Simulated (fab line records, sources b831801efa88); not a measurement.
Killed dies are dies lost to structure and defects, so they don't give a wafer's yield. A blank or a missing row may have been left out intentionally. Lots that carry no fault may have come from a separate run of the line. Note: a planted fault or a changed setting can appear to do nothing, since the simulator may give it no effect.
2 desks, one fault :: flow sky130 :: numbers are kept per desk, each desk with only its own; the story behind them comes last

== THE TOOL OWNER'S DESK: litho_track-01 ==
The tool's own readings at SKY_METAL2_DEVELOP_14 (develop time 60 s): means of the sampled wafers that have a number, for each lot that ran on this tool. A lot is out of limits, marked OUT, if its mean lies more than 4 standard deviations from the usual mean; the brackets give that distance.
Columns: A = resist_line_temp_C at SKY_METAL2_DEVELOP_14, usual 22.98 C
lot: L437
first seen here: day 37 11:00
A: 23.01

lot: L439
first seen here: day 38 07:00
A: 23.03

lot: L446
first seen here: day 40 03:00
A: 23.02
This desk found nothing out of limits on any of the 3 lots.

== METROLOGY DESK ==
Lot by lot, what the gauges showed, no matter which tool ran the lot: averages of those sampled wafers that carry a number. A lot is out of limits, marked OUT, if its mean lies more than 4 standard deviations from the usual mean; the brackets give that distance.
Columns: A = cd_nm at SKY_METAL2_CD_MEAS_15, usual 140.4 nm; B = METAL2_OVL at SKY_METAL2_OVL_MEAS_16, usual -6 nm
lot: L430
first seen here: day 35 06:46
A: 142.0
B: -2

lot: L432
first seen here: day 36 19:47
A: 139.8
B: -10

lot: L431
first seen here: day 36 22:47
A: 141.9
B: -4

lot: L434
first seen here: day 36 23:08
A: 140.2
B: -12

lot: L435
first seen here: day 37 03:26
A: 140.9
B: -3

lot: L436
first seen here: day 37 10:17
A: 139.2
B: -12

lot: L437
first seen here: day 37 11:34
A: 139.0
B: -6

lot: L439
first seen here: day 38 08:07
A: 141.9
B: -6

lot: L441
first seen here: day 39 07:49
A: 140.6
B: 1

lot: L443
first seen here: day 39 12:55
A: 141.1
B: -11

lot: L446
first seen here: day 40 03:26
A: 137.3
B: -4

lot: L451
first seen here: day 41 15:26
A: 138.7
B: -2
This desk found nothing out of limits on any of the 12 lots.

== PUT TOGETHER ==
The tool owner's desk saw nothing out of limits.
From the metrology desk's view, nothing was out of limits.

== WHAT THE SIMULATOR HAD PUT IN ==
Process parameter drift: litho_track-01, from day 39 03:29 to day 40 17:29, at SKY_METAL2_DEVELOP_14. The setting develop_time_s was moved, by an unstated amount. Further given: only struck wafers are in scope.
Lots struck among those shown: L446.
